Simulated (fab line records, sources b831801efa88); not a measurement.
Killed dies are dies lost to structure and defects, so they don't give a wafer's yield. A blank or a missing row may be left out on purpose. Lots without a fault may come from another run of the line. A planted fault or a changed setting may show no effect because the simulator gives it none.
A struck lot beside a sound one | flow gf180mcu | 15 steps out of a route of 602
Sound: wafers L955.2, L955.3, L955.6. Struck: wafers L948.3, L948.4, L948.5. The cause comes at the end.
At each step with rows: each side's tool, then ch and its chambers, then its first start. Under that, the readings that differ: sound wafers | struck wafers | difference of the means | sigmas: that difference in standard deviations of wafers without a fault.
alike: readings whose means differ by less than 2 such deviations, and words and numbers that are the same on both sides. not compared: withheld readings, readings that some wafer has no value for, bounds like >300 that may hide the same value, and numbers for which the record gives no deviation and whose values overlap.
The two part at a step that has a row with sigmas, a row that says differs or no value, or rows on one side only. Numbers that don't overlap but have no deviation are shown without sigmas and don't part them. A reading that every wafer of one side lacks parts them only if that side has two wafers or more.

first, 6 steps without rows for these wafers: GF_STI_CLEAN_16 (cleans in dHF, time 25 s); GF_STI_WET_ETCH_17 (etches Si3N4 in H3PO4, target depth 45 nm, time 514 s); GF_STI_CLEAN_18 (cleans in SC1/SC2, time 150 s); GF_STI_CLEAN_19 (cleans in dHF, time 20 s); GF_STI_WET_ETCH_20 (etches SiO2 in dHF, target depth 20 nm, time 400 s); GF_STI_OXIDATION_21 (stabilise 600 s, purge 300 s, target thk 15 nm).
GF_STI_THK_MEAS_22:
  sound on film_metro-02, day 6 15:59; struck on film_metro-03, day 5 03:23
  alike: STI_OXIDATION_01_THK
then, 1 step without rows for these wafers: GF_STI_CVD_23 (deposits SiO2, target thk 650 nm, time 108.3 s).
GF_STI_THK_MEAS_24:
  sound on film_metro-02, day 6 16:10; struck on film_metro-02, day 5 03:31
  alike: STI_CVD_23_THK
GF_STI_CMP_25: polishes, stops on Si3N4, t overpolish 33 s, target thk 524.6 nm.
  sound on cmp-01 ch 2,3, day 6 16:16; struck on cmp-02 ch 1,2,3, day 5 03:36
  alike: motor_current_A, overpolish_run_s, time_to_endpoint_s
then, 2 steps without rows for these wafers: GF_STI_WET_ETCH_26 (etches SiO2 in dHF, target depth 94 nm, time 188 s); GF_STI_WET_ETCH_27 (etches Si3N4 in H3PO4, target depth 160 nm, time 1825 s).
GF_STI_WET_ETCH_28: etches SiO2 in dHF, target depth 20 nm, time 40 s.
  sound on wet_bench-01 ch 2, day 6 17:05; struck on wet_bench-03 ch 0, day 5 04:32
  no value came back on the struck wafers for bath_heat_duty_pct (%), run_length_s (s); on the sound wafers bath_heat_duty_pct (%) reads 5.8 5.7 5.0
  reading                                    | sound             | struck            | difference | sigmas
  model.SiO2_of_STI_CVD_23.thk_nm (nm)       | 402.8 403.8 403.5 | 432.2 430.5 427.5 | +26.7      |
  model.SiO2_of_STI_OXIDATION_01.thk_nm (nm) | 0 0 0             | 10.14 10.15 10.18 | +10.16     |
then, 1 step without rows for these wafers: GF_STI_OXIDATION_29 (stabilise 600 s, purge 300 s, target thk 10 nm).
-- the record jumps here: 28 days lie between the struck wafers' starts before and after (it left off in module STI and takes up again in module PASSIVATION, whose first step shown is number 602 of the route) --
GF_PASSIVATION_PROBE_99:
  the record has rows for the struck wafers here (prober-02, day 32 20:42) and none for the sound ones

WHERE THEY PART
First at GF_STI_WET_ETCH_28; last, within this record, at GF_PASSIVATION_PROBE_99.

WHY: what the simulator had put in
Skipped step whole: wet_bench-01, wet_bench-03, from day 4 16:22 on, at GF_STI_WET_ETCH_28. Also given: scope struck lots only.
